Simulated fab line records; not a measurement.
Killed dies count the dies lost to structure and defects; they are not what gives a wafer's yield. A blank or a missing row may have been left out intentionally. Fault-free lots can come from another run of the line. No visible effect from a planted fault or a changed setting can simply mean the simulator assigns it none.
fab line records	flow sky130
[record] lots = 6	wafers = 18	last-day = 50
route steps=708 shown LOCAL_INTERCONNECT@394 CONTACT@406 PAD_OPEN@708
lots untouched by any fault: they come from a run of this same line in which no faults occurred
start-h: hours from the record's first day to the start of the lot's first wafer shown	wait-h: hours since the lot's step before	" the same as in the row above	L1.1+2: several wafers, shown together as one row	- no value present, or no start provided	* or withheld: withheld	< > ~ a bound
route shown NAME@n: NAME is a module with steps in the file, n the number in the route of the first one	usual: mean/standard deviation taken from wafers without a fault	same: alike in all rows	chamber/n: place in a boat	sites: the reading at each site	_std_site: how widely they spread, as a standard deviation	_edge_site: the outer-site mean with the inner-site mean subtracted	radius-mm: how far each site lies from the wafer's centre	mask NAME#n: copy n	behind: the most recent tool/chamber to have shaped the wafer	hold: cause of the lot's hold/its duration in hours/its outcome	device: names the non-switching transistor (n, p or np)	end of line: the same wafers' tests at the end of the route	step lacking rows: just its recipe	killed: not the wafer's yield, but the dies lost to structure and defects at the first sort	map: a wafer's dies, x killed, . not, _ none there
set.NAME: setting as actually run; set.NAME@STEP: the setting as run at that earlier step	model.NAME: the simulator's own value behind a step, which no gauge read
certain route steps with their lots: each step a table, each wafer a row
services: a tool's chamber out of use, with start hour (start-h, from the record's first day; less than 0 if before it), hours out, and reason
[[steps]]
[step SKY_LOCAL_INTERCONNECT_SOFTBAKE_07]
[recipe] temp-c = 100	time-s = 90	resist = KrF-thick
[step SKY_LOCAL_INTERCONNECT_EXPOSE_08]
[recipe] mask-id = LI1M	na = 0.8	source-shape = annular	sigma-inner = 0.55	sigma-outer = 0.85	target-cd-nm = 170	dose-mj = 28
[step SKY_LOCAL_INTERCONNECT_PEB_09]
[recipe] peb-temp-c = withheld	peb-time-s = withheld	resist = KrF-thick
[step SKY_LOCAL_INTERCONNECT_DEVELOP_10]
[recipe] develop-time-s = 60	resist = KrF-thick	dev-temp-c = 21
[step SKY_LOCAL_INTERCONNECT_CD_MEAS_11]
[recipe] target-cd-nm = 170
[usual] cd-nm = 169.5/1.6
lot.wafer	tool	chamber	start-h	wait-h	cd-nm
L582.3	cd-sem-01	-	713.23	-	166.8
L582.5	"	-	"	"	170.2
L582.6	"	-	"	"	169.0
L590.1	cd-sem-01	-	783.87	-	171.2
L590.2	"	-	"	"	171.4
L590.3	"	-	"	"	170.2
L599.3	cd-sem-02	-	845.08	-	166.4
L599.4	"	-	"	"	167.7
L599.6	"	-	"	"	167.3
L601.2	cd-sem-02	-	855.14	-	168.4
L601.3	"	-	"	"	167.9
L601.5	"	-	"	"	167.6
L603.1	cd-sem-01	-	871.87	-	172.5
L603.4	"	-	"	"	169.3
L603.5	"	-	"	"	170.8
L604.2	cd-sem-02	-	875.76	-	170.3
L604.3	"	-	"	"	170.3
L604.5	"	-	"	"	170.7
[step SKY_LOCAL_INTERCONNECT_OVL_MEAS_12]
[usual] LOCAL_INTERCONNECT_OVL = 3/4.9
lot.wafer	tool	chamber	start-h	wait-h	LOCAL_INTERCONNECT_OVL[nm]
L582.3	overlay-01	-	713.32	0.1	5
L582.5	"	-	"	"	4
L582.6	"	-	"	"	9
L590.1	overlay-01	-	783.99	0.1	3
L590.2	"	-	"	"	10
L590.3	"	-	"	"	6
L599.3	overlay-01	-	845.17	0.1	1
L599.4	"	-	"	"	-2
L599.6	"	-	"	"	3
L601.2	overlay-02	-	855.25	0.1	7
L601.3	"	-	"	"	2
L601.5	"	-	"	"	10
L603.1	overlay-02	-	871.99	0.1	6
L603.4	"	-	"	"	0
L603.5	"	-	"	"	9
L604.2	overlay-02	-	875.87	0.1	8
L604.3	"	-	"	"	11
L604.5	"	-	"	"	6
[step SKY_LOCAL_INTERCONNECT_ETCH_13]
[recipe] chemistry = N2/H2	target = BARC	ion-energy-ev = 200	bias-w = 100	pressure-mtorr = 30	n2-flow-sccm = 100	h2-flow-sccm = 200	icp-w = 500	stop-on = SiO2	time-s = 45.9	target-depth-a = 600
[usual] drypump-motor-current-A = 5.7/0.37	oes-product-au = 0.855/0.0046	throttle-valve-pct = 13.225/0.0092
lot.wafer	tool	chamber	start-h	wait-h	drypump-motor-current-A	oes-product-au	rf-hours-counter-h	throttle-valve-pct
L582.3	rie-metal-03	1	713.40	0.1	6.2	0.854	-	13.226
L582.5	"	1	"	"	6.2	0.856	-	13.232
L582.6	"	1	"	"	6.2	0.858	-	13.234
L590.1	rie-metal-04	1	784.03	0.0	5.4	0.849	5	13.210
L590.2	"	0	"	"	5.7	0.850	1	13.210
L590.3	"	1	"	"	5.4	0.850	-	13.221
L599.3	rie-metal-04	0	845.22	0.0	5.7	0.854	-	13.218
L599.4	"	1	"	"	5.4	0.849	-	13.213
L599.6	"	0	"	"	5.7	0.853	-	13.196
L601.2	rie-metal-03	0	855.28	0.0	5.8	0.848	4	13.229
L601.3	"	0	"	"	5.8	0.859	-	13.221
L601.5	"	1	"	"	6.2	0.850	-	13.222
L603.1	rie-metal-02	0	872.03	0.0	6.2	0.852	7	13.227
L603.4	"	0	"	"	6.3	0.849	-	13.220
L603.5	"	0	"	"	6.3	0.859	-	13.236
L604.2	rie-metal-02	1	875.90	0.0	5.1	0.856	17	13.217
L604.3	"	0	"	"	6.2	0.853	-	13.230
L604.5	"	0	"	"	6.3	0.856	-	13.226
[step SKY_LOCAL_INTERCONNECT_METAL_ETCH_14]
[recipe] target-depth-nm = 110	stop-on = PSG	chemistry = Cl2/BCl3	target = TiN	resist-sidewall-deg = 88	pressure-mtorr = 10	icp-w = 900	bias-w = 48.5	Cl2_flow_sccm = 60	bcl3-flow-sccm = 30	time-s = 31.4
[usual] drypump-motor-current-A = 5.7/0.37	oes-product-au = 0.940/0.0094	throttle-valve-pct = 21.900/0.011
lot.wafer	tool	chamber	start-h	wait-h	drypump-motor-current-A	oes-product-au	rf-hours-counter-h	throttle-valve-pct
L582.3	rie-metal-03	1	713.56	0.1	6.2	0.944	-	21.897
L582.5	"	1	"	"	6.2	0.932	-	21.904
L582.6	"	1	"	"	6.2	0.941	-	21.891
L590.1	rie-metal-04	1	784.09	0.0	5.4	0.933	5	21.918
L590.2	"	0	"	"	5.7	0.944	1	21.900
L590.3	"	1	"	"	5.4	0.947	-	21.930
L599.3	rie-metal-04	0	845.28	0.0	5.7	0.951	-	21.892
L599.4	"	1	"	"	5.4	0.944	-	21.885
L599.6	"	0	"	"	5.7	0.939	-	21.871
L601.2	rie-metal-03	0	855.34	0.0	5.7	0.952	4	21.885
L601.3	"	0	"	"	5.8	0.941	-	21.880
L601.5	"	1	"	"	6.2	0.949	-	21.891
L603.1	rie-metal-02	0	872.09	0.0	6.2	0.925	7	21.916
L603.4	"	0	"	"	6.2	0.926	-	21.932
L603.5	"	0	"	"	6.2	0.925	-	21.904
L604.2	rie-metal-02	1	875.96	0.0	5.1	0.953	17	21.900
L604.3	"	0	"	"	6.2	0.934	-	21.900
L604.5	"	0	"	"	6.2	0.926	-	21.903
[step SKY_LOCAL_INTERCONNECT_STRIP_15]
[recipe] chemistry = O2/N2	power-w = 1400	pressure-mtorr = 1500	platen-temp-c = withheld	o2-flow-sccm = 3000	n2-flow-sccm = 300	overash-fraction = 0.5
[step SKY_LOCAL_INTERCONNECT_STRIP_16]
[recipe] chemistry = post-etch-residue-remover	time-s = 1200	temp-c = 72.5
[step SKY_LOCAL_INTERCONNECT_CLEAN_17]
[recipe] chemistry = IPA	time-s = 180	temp-c = 25
[step SKY_LOCAL_INTERCONNECT_CLEAN_18]
[recipe] chemistry = O3/DIW	dry = n2-spin
[step SKY_CONTACT_CVD_00]
[recipe] material = Si3N4	target-thk-nm = 75	temp-c = 400	time-s = withheld	rf-w = 450
[usual] heater-power-w = 698/130	rf-fwd-power-W = 444.9/1.5
lot.wafer	tool	chamber	start-h	wait-h	heater-power-w	rf-fwd-power-W	model.Si3N4_of_CONTACT_CVD_00.thk-nm
L582.3	pecvd-04	1	714.28	0.0	762	445.6	76.23
L582.5	"	0	"	"	506	445.2	76.31
L582.6	"	1	"	"	784	445.6	77.8
L590.1	pecvd-01	2	784.73	0.0	829	445.7	74.4
L590.2	"	1	"	"	648	446.4	74.61
L590.3	"	0	"	"	659	445.3	74.99
L599.3	pecvd-04	2	845.91	0.0	893	444.9	74.53
L599.4	"	2	"	"	897	445.8	75.7
L599.6	"	0	"	"	621	371.8	72.72
L601.2	pecvd-04	0	856.06	0.0	548	374.1	71.28
L601.3	"	1	"	"	885	442.3	76.4
L601.5	"	0	"	"	543	371.1	73.12
L603.1	pecvd-01	2	872.77	0.0	808	448.5	73.34
L603.4	"	2	"	"	817	445.4	74.2
L603.5	"	0	"	"	619	444.3	75.84
L604.2	pecvd-01	2	876.61	0.0	847	447.1	73.88
L604.3	"	1	"	"	651	445.7	74.24
L604.5	"	2	"	"	833	447.1	75.29
[step SKY_CONTACT_THK_MEAS_01]
[recipe] reads = Si3N4_of_CONTACT_CVD_00
[usual] CONTACT_CVD_00_THK = 75.1/0.91
lot.wafer	tool	chamber	start-h	wait-h	CONTACT_CVD_00_THK[nm]
L582.3	film-metro-04	-	714.34	-	76.2
L582.5	"	-	"	"	76.3
L582.6	"	-	"	"	77.8
L590.1	film-metro-02	-	784.77	-	74.3
L590.2	"	-	"	"	74.6
L590.3	"	-	"	"	75.0
L599.3	film-metro-01	-	845.96	-	74.6
L599.4	"	-	"	"	75.7
L599.6	"	-	"	"	72.8
L601.2	film-metro-02	-	856.11	-	71.3
L601.3	"	-	"	"	76.4
L601.5	"	-	"	"	73.1
L603.1	film-metro-04	-	872.80	-	73.4
L603.4	"	-	"	"	74.2
L603.5	"	-	"	"	75.8
L604.2	film-metro-01	-	876.66	-	73.9
L604.3	"	-	"	"	74.2
L604.5	"	-	"	"	75.4
[step SKY_CONTACT_HDPCVD_02]
[recipe] material = SiO2	target-thk-nm = 565	sigma-open-frac = 0.3	time-s = 94.2	temp-c = 600	sih4-flow-sccm = 60	pressure-mtorr = 6
[step SKY_CONTACT_THK_MEAS_03]
[recipe] reads = SiO2_of_CONTACT_HDPCVD_02
[usual] CONTACT_HDPCVD_THK = 566/7.2
lot.wafer	tool	chamber	start-h	wait-h	CONTACT_HDPCVD_THK[nm]
L582.3	film-metro-02	-	714.46	0.1	557
L582.5	"	-	"	"	558
L582.6	"	-	"	"	563
L590.1	film-metro-01	-	784.90	0.0	584
L590.2	"	-	"	"	569
L590.3	"	-	"	"	571
L599.3	film-metro-04	-	846.09	0.1	567
L599.4	"	-	"	"	559
L599.6	"	-	"	"	554
L601.2	film-metro-04	-	856.23	0.0	573
L601.3	"	-	"	"	559
L601.5	"	-	"	"	567
L603.1	film-metro-02	-	872.93	0.0	570
L603.4	"	-	"	"	557
L603.5	"	-	"	"	565
L604.2	film-metro-02	-	876.78	0.0	575
L604.3	"	-	"	"	565
L604.5	"	-	"	"	572
[step SKY_CONTACT_CMP_04]
[recipe] material = SiO2	down-force-psi = 4	platen-rpm = 60	pad-velocity-m-s = 0.94248
[usual] motor-current-A = 12.0/1.1
lot.wafer	tool	chamber	start-h	wait-h	motor-current-A
L582.3	cmp-01	2	714.55	0.1	11.4
L582.5	"	1	"	"	12.8
L582.6	"	2	"	"	10.5
L590.2	cmp-01	1	784.96	0.0	12.5
L590.3	"	3	"	"	11.3
L590.1	"	0	"	"	10.9
L599.4	cmp-01	1	846.23	0.1	12.5
L599.3	"	2	"	"	11.7
L599.6	"	0	"	"	10.8
L601.3	cmp-01	2	856.28	0.0	11.3
L601.2	"	3	"	"	11.8
L601.5	"	3	"	"	10.9
L603.4	cmp-02	0	873.04	0.1	13.5
L603.1	"	2	"	"	13.5
L603.5	"	0	"	"	12.3
L604.3	cmp-01	3	876.93	0.1	11.3
L604.2	"	0	"	"	11.2
L604.5	"	1	"	"	12.6
[step SKY_CONTACT_BOW_MEAS_05]
[recipe] mode = bow
[usual] CONTACT_BOW = 81/6.7
lot.wafer	tool	chamber	start-h	wait-h	CONTACT_BOW[um]
L582.3	film-metro-04	-	714.84	0.2	82
L582.5	"	-	"	"	82
L582.6	"	-	"	"	82
L590.1	film-metro-01	-	785.26	0.1	87
L590.2	"	-	"	"	82
L590.3	"	-	"	"	88
L599.3	film-metro-02	-	846.47	0.1	71
L599.4	"	-	"	"	67
L599.6	"	-	"	"	78
L601.2	film-metro-04	-	856.60	0.2	88
L601.3	"	-	"	"	93
L601.5	"	-	"	"	85
L603.1	film-metro-01	-	873.29	0.1	81
L603.4	"	-	"	"	71
L603.5	"	-	"	"	71
L604.2	film-metro-02	-	877.15	0.1	65
L604.3	"	-	"	"	70
L604.5	"	-	"	"	72
[step SKY_CONTACT_DEHYDRATE_06]
[recipe] temp-c = 200	time-s = 60
[step SKY_CONTACT_HMDS_07]
[recipe] prime-time-s = 60	prime-temp-c = 120
[step SKY_CONTACT_COAT_08]
[recipe] resist = BARC	temp-c = withheld	time-s = withheld	spin-rpm = 3000	resist-thk-nm = 60
[step SKY_CONTACT_COAT_09]
[recipe] resist = KrF-thick	spin-rpm = 3000	resist-thk-nm = 450
[step SKY_CONTACT_SOFTBAKE_10]
[recipe] temp-c = 100	time-s = 90	resist = KrF-thick
[step SKY_CONTACT_EXPOSE_11]
[recipe] mask-id = CTM1	na = 0.8	source-shape = annular	sigma-inner = 0.55	sigma-outer = 0.85	target-cd-nm = 170	dose-mj = 38
[step SKY_CONTACT_PEB_12]
[recipe] peb-temp-c = withheld	peb-time-s = withheld	resist = KrF-thick
[step SKY_CONTACT_DEVELOP_13]
[recipe] develop-time-s = 60	resist = KrF-thick	dev-temp-c = 21
[step SKY_CONTACT_CD_MEAS_14]
[recipe] target-cd-nm = 170
[usual] cd-nm = 171.1/1.3
lot.wafer	tool	chamber	start-h	wait-h	cd-nm
L582.3	cd-sem-01	-	740.81	-	173.0
L582.5	"	-	"	"	173.3
L582.6	"	-	"	"	173.4
L590.1	cd-sem-02	-	811.89	-	173.2
L590.2	"	-	"	"	171.3
L590.3	"	-	"	"	172.2
L599.3	cd-sem-02	-	872.48	-	168.3
L599.4	"	-	"	"	168.2
L599.6	"	-	"	"	167.7
L601.2	cd-sem-02	-	882.54	-	171.1
L601.3	"	-	"	"	171.7
L601.5	"	-	"	"	170.7
L603.1	cd-sem-02	-	898.82	-	172.3
L603.4	"	-	"	"	174.4
L603.5	"	-	"	"	173.1
L604.2	cd-sem-01	-	902.16	-	171.4
L604.3	"	-	"	"	171.5
L604.5	"	-	"	"	171.1
[step SKY_CONTACT_OVL_MEAS_15]
[usual] CONTACT_OVL = -1/5.7
lot.wafer	tool	chamber	start-h	wait-h	CONTACT_OVL[nm]
L582.3	overlay-01	-	740.90	0.1	-6
L582.5	"	-	"	"	-7
L582.6	"	-	"	"	-4
L590.1	overlay-02	-	812.01	0.1	0
L590.2	"	-	"	"	-2
L590.3	"	-	"	"	-12
L599.3	overlay-02	-	872.57	0.1	1
L599.4	"	-	"	"	-1
L599.6	"	-	"	"	-8
L601.2	overlay-01	-	882.65	0.1	2
L601.3	"	-	"	"	3
L601.5	"	-	"	"	6
L603.1	overlay-02	-	898.94	0.1	-3
L603.4	"	-	"	"	-5
L603.5	"	-	"	"	0
L604.2	overlay-02	-	902.27	0.1	-6
L604.3	"	-	"	"	-4
L604.5	"	-	"	"	-4
[step SKY_CONTACT_ETCH_16]
[recipe] chemistry = N2/H2	target = BARC	ion-energy-ev = 200	source-w = 500	bias-w = 100	pressure-mtorr = 30	n2-flow-sccm = 100	h2-flow-sccm = 200	stop-on = SiO2	time-s = 45.9	target-depth-a = 600
[usual] drypump-motor-current-A = 5.9/0.46	oes-product-au = 0.856/0.0047	throttle-valve-pct = 13.225/0.0099
lot.wafer	tool	chamber	start-h	wait-h	drypump-motor-current-A	oes-product-au	rf-hours-counter-h	throttle-valve-pct
L582.3	rie-diel-03	1	740.93	0.0	5.1	0.860	43	13.211
L582.5	"	3	"	"	6.2	0.849	-	13.224
L582.6	"	0	"	"	6.2	0.855	-	13.216
L590.1	rie-diel-01	0	812.04	0.0	6.5	0.857	5	13.227
L590.2	"	1	"	"	5.6	0.855	3	13.224
L590.3	"	2	"	"	6.2	0.859	8	13.204
L599.3	rie-diel-04	0	872.60	0.0	6.5	0.854	20	13.224
L599.4	"	1	"	"	5.9	0.860	1	13.228
L599.6	"	0	"	"	6.5	0.846	-	13.214
L601.2	rie-diel-03	3	882.68	0.0	6.2	0.853	18	13.236
L601.3	"	1	"	"	5.1	0.859	4	13.219
L601.5	"	0	"	"	6.2	0.848	-	13.246
L603.1	rie-diel-03	1	898.98	0.0	5.1	0.855	4	13.213
L603.4	"	3	"	"	6.2	0.861	19	13.233
L603.5	"	3	"	"	6.2	0.860	-	13.219
L604.2	rie-diel-03	2	902.30	0.0	5.4	0.852	11	13.217
L604.3	"	3	"	"	6.2	0.856	19	13.238
L604.5	"	1	"	"	5.0	0.860	-	13.205
[step SKY_CONTACT_ETCH_17]
[recipe] target = SiO2	chemistry = C4F8/O2/Ar	stop-on = Si3N4	mask-material = KrF-thick	source-w = 1500	bias-w = 1200	pressure-mtorr = 40	c4f8-flow-sccm = withheld	O2_flow_sccm = 6	Ar_flow_sccm = 300	time-s = withheld	target-depth-a = 3400
[usual] oes-product-au = 0.891/0.0049
lot.wafer	tool	chamber	start-h	wait-h	oes-product-au
L582.3	rie-diel-03	1	740.97	0.0	0.889
L582.5	"	3	"	"	0.880
L582.6	"	0	"	"	0.887
L590.1	rie-diel-01	0	812.09	0.0	0.890
L590.2	"	1	"	"	0.888
L590.3	"	2	"	"	0.884
L599.3	rie-diel-04	0	872.64	0.0	0.876
L599.4	"	1	"	"	0.886
L599.6	"	0	"	"	0.886
L601.2	rie-diel-03	3	882.72	0.0	0.892
L601.3	"	1	"	"	0.888
L601.5	"	0	"	"	0.891
L603.1	rie-diel-03	1	899.02	0.0	0.889
L603.4	"	3	"	"	0.900
L603.5	"	3	"	"	0.886
L604.2	rie-diel-03	2	902.34	0.0	0.891
L604.3	"	3	"	"	0.890
L604.5	"	1	"	"	0.891
[step SKY_CONTACT_ETCH_18]
[recipe] target = Si3N4	chemistry = CHF3/O2	stop-on = TiN	source-w = 600	bias-w = 200	pressure-mtorr = 40	chf3-flow-sccm = 50	O2_flow_sccm = 5	time-s = 39	target-depth-a = 750
[usual] drypump-motor-current-A = 5.9/0.46	oes-product-au = 0.855/0.008	throttle-valve-pct = 8.794/0.0087
lot.wafer	tool	chamber	start-h	wait-h	drypump-motor-current-A	oes-product-au	rf-hours-counter-h	throttle-valve-pct	model.etch.depth-nm
L582.3	rie-diel-03	1	-	-	5.1	0.862	43	8.798	76.23
L582.5	"	3	"	"	6.2	0.873	-	8.794	76.31
L582.6	"	0	"	"	6.1	0.871	-	8.806	77.8
L590.1	rie-diel-01	0	-	-	6.5	0.848	5	8.783	74.4
L590.2	"	1	"	"	5.6	0.853	3	8.799	74.61
L590.3	"	2	"	"	6.3	0.860	8	8.807	74.99
L599.3	rie-diel-04	0	-	-	6.4	0.857	20	8.785	74.53
L599.4	"	1	"	"	5.9	0.862	1	8.791	75.7
L599.6	"	0	"	"	6.5	0.844	-	8.800	72.72
L601.2	rie-diel-03	3	-	-	6.2	0.838	18	8.784	71.28
L601.3	"	1	"	"	5.0	0.863	4	8.811	76.4
L601.5	"	0	"	"	6.2	0.834	-	8.796	73.12
L603.1	rie-diel-03	1	-	-	5.1	0.841	4	8.792	73.34
L603.4	"	3	"	"	6.2	0.841	19	8.798	74.2
L603.5	"	3	"	"	6.2	0.864	-	8.787	75.84
L604.2	rie-diel-03	2	-	-	5.4	0.842	11	8.778	73.88
L604.3	"	3	"	"	6.2	0.852	19	8.781	74.24
L604.5	"	1	"	"	5.0	0.852	-	8.794	75.29
[step SKY_CONTACT_STRIP_19]
[recipe] chemistry = O2/N2	power-w = 1400	pressure-mtorr = 1500	platen-temp-c = withheld	o2-flow-sccm = 3000	n2-flow-sccm = 300	overash-fraction = 0.5
[step SKY_PAD_OPEN_PROBE_99]
[usual] killed_at_M0_to_M3 = 44/7.8	killed_at_M4_up = 3.1/1.7	killed-at-contacts = 25/5.1	killed-at-front-end = 15/4.4	killed-at-other = 0.5/0.68	killed-dies = 88/9.9	killed-open = 48/6.9	killed-short = 39/6.5
[same] gross-dies = 492	killed-at-back-side = 0
lot.wafer	tool	chamber	start-h	wait-h	killed_at_M0_to_M3	killed_at_M4_up	killed-at-contacts	killed-at-front-end	killed-at-other	killed-dies	killed-open	killed-short
L582.3	prober-01	-	1081.21	0.2	50	8	26	12	1	97	59	37
L582.5	prober-01	-	1081.31	0.2	34	6	28	10	0	78	38	38
L582.6	prober-01	-	1081.36	0.2	62	4	26	22	0	114	61	52
L599.3	prober-02	-	1177.27	0.2	31	3	28	7	0	69	38	31
L599.4	prober-02	-	1177.32	0.2	38	2	33	14	0	87	48	39
L599.6	prober-02	-	1177.42	0.2	38	2	27	12	0	79	42	37
L603.1	prober-01	-	1191.70	0.1	45	4	16	12	1	78	43	35
L603.4	prober-01	-	1191.85	0.2	48	7	19	25	1	100	52	48
L603.5	prober-01	-	1191.90	0.2	35	2	23	13	0	73	43	28
L604.2	prober-02	-	1196.07	0.1	42	5	22	12	1	82	48	34
L604.3	prober-02	-	1196.12	0.2	45	3	16	20	0	84	44	39
L604.5	prober-02	-	1196.22	0.2	45	10	24	13	1	93	48	44
// killed by level:class
L582.3 CONTACT:geometric-particle:open=13 VIA3:geometric-particle:open=11 VIA1:geometric-particle:open=10 VIA2:geometric-particle:open=7 METAL1:geometric-particle:short=6 METAL4:geometric-particle:short=6 LI_CONTACT:geometric-particle:open=5 POLY_GATE:geometric-particle:short=5
L582.5 LI_CONTACT:geometric-particle:open=11 VIA1:geometric-particle:short=8 CONTACT:geometric-particle:short=7 CONTACT:geometric-particle:open=6 VIA3:geometric-particle:open=6 VIA1:geometric-particle:open=4 METAL1:geometric-particle:short=4 METAL4:geometric-particle:short=4
L582.6 VIA1:geometric-particle:open=19 CONTACT:geometric-particle:open=9 VIA3:geometric-particle:open=8 FIELD_ISO:geometric-particle:short=7 VIA1:geometric-particle:short=7 METAL3:geometric-particle:short=5 LI_CONTACT:geometric-particle:open=5 CONTACT:geometric-particle:short=5
L599.3 LI_CONTACT:geometric-particle:open=11 METAL2:geometric-particle:short=7 VIA1:geometric-particle:open=7 LOCAL_INTERCONNECT:geometric-particle:short=6 CONTACT:geometric-particle:open=6 LI_CONTACT:geometric-particle:short=4 METAL1:geometric-particle:short=3 VIA2:geometric-particle:open=3
L599.4 LI_CONTACT:geometric-particle:open=11 VIA1:geometric-particle:open=11 LOCAL_INTERCONNECT:geometric-particle:short=8 CONTACT:geometric-particle:open=8 METAL2:geometric-particle:short=7 VIA1:geometric-particle:short=5 VIA2:geometric-particle:open=5 FIELD_ISO:geometric-particle:open=3
L599.6 VIA2:geometric-particle:open=11 LI_CONTACT:geometric-particle:open=8 CONTACT:geometric-particle:open=7 VIA1:geometric-particle:open=7 CONTACT:geometric-particle:short=6 VIA1:geometric-particle:short=5 VIA3:geometric-particle:short=4 LI_CONTACT:geometric-particle:short=4
L603.1 VIA1:geometric-particle:open=14 CONTACT:geometric-particle:open=10 VIA2:geometric-particle:open=6 METAL1:geometric-particle:short=6 METAL4:geometric-particle:short=4 LOCAL_INTERCONNECT:geometric-particle:short=4 VIA2:geometric-particle:short=4 FIELD_ISO:geometric-particle:open=3
L603.4 VIA1:geometric-particle:open=11 VIA2:geometric-particle:open=8 CONTACT:geometric-particle:open=7 METAL2:geometric-particle:short=7 FIELD_ISO:geometric-particle:short=6 LI_CONTACT:geometric-particle:open=6 POLY_GATE:geometric-particle:short=5 METAL4:geometric-particle:short=5
L603.5 LI_CONTACT:geometric-particle:open=12 VIA1:geometric-particle:open=9 CONTACT:geometric-particle:open=5 VIA3:geometric-particle:open=5 CONTACT:geometric-particle:short=4 METAL3:geometric-particle:open=4 POLY_GATE:geometric-particle:open=3 POLY_GATE:geometric-particle:short=3
L604.2 VIA1:geometric-particle:open=10 VIA2:geometric-particle:open=10 LI_CONTACT:geometric-particle:open=8 CONTACT:geometric-particle:open=7 VIA3:geometric-particle:open=5 VIA1:geometric-particle:short=5 FIELD_ISO:geometric-particle:open=4 POLY_GATE:geometric-particle:short=4
L604.3 VIA1:geometric-particle:short=8 VIA2:geometric-particle:open=7 VIA1:geometric-particle:open=7 METAL2:geometric-particle:short=7 FIELD_ISO:geometric-particle:short=5 POLY_GATE:geometric-particle:open=5 LI_CONTACT:geometric-particle:open=5 CONTACT:geometric-particle:open=5
L604.5 VIA1:geometric-particle:open=11 METAL2:geometric-particle:short=8 METAL4:geometric-particle:short=8 CONTACT:geometric-particle:short=7 CONTACT:geometric-particle:open=7 VIA3:geometric-particle:open=7 VIA2:geometric-particle:open=6 LI_CONTACT:geometric-particle:open=5
[[services]]
tool	chamber	start-h	hours	kind
rie-metal-04	0	720.16	4.0	repair
rie-diel-01	3	737.85	19.6	repair
rie-metal-04	-	739.62	0.6	repair
rie-diel-01	1	743.27	9.7	repair
cmp-01	-	744.00	4.0	pm
rie-metal-03	-	754.76	1.4	pm
rie-diel-04	2	761.13	19.9	repair
rie-diel-01	2	763.40	16.6	repair
rie-metal-04	-	766.07	0.2	repair
rie-diel-01	-	768.84	28.1	pm
pecvd-04	1	782.53	57.0	repair
cmp-02	-	791.19	3.8	pm
rie-diel-01	-	796.94	2.8	pm
rie-diel-03	0	813.37	3.4	repair
pecvd-04	-	814.95	1.2	repair
cmp-01	-	817.86	3.6	repair
rie-diel-01	-	829.99	0.7	repair
rie-diel-03	2	830.24	2.5	repair
pecvd-04	-	848.57	2.4	repair
rie-metal-03	-	851.44	1.8	repair
rie-diel-04	3	876.78	16.6	repair
cmp-01	-	877.87	1.8	repair
pecvd-01	0	882.48	3.6	repair
cmp-01	-	902.11	4.2	pm
[[key]]
[first-sign] step = SKY_CONTACT_CVD_00	reading = rf-fwd-power-W	direction = down	sigmas = 50	usual = 444.9	struck = 372.3
[effect] step = SKY_CONTACT_THK_MEAS_01	reading = CONTACT_CVD_00_THK	direction = down	sigmas = 3	usual = 75.1	struck = 72.4
[model-effect] step = SKY_CONTACT_CVD_00	value = Si3N4_of_CONTACT_CVD_00.thk-nm	without = 76.21	struck = 72.37
[model-effect] step = SKY_CONTACT_ETCH_18	value = etch.depth-nm	without = 76.21	struck = 72.37
met-at SKY_CONTACT_CVD_00
struck-wafers L599.6,L601.2,L601.5
tester-left-out L599,L601
onset-between 714.28 845.91
[fault] kind = process-parameter-drift	tool = pecvd-04	chamber = 0	onset-h = 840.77	steps = SKY_CONTACT_CVD_00	channel = rf-w	offset = -72	shape = step	end-h = 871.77	acts-in = these-recipes-only	stated = 450
// tester-left-out: of these lots the tester's yield and bins aren't shown, on N5 and GAA mostly nor the transistor test; their killed dies are dies lost to structure and defects alone, not to doping, threshold or leakage, so they don't give the yield
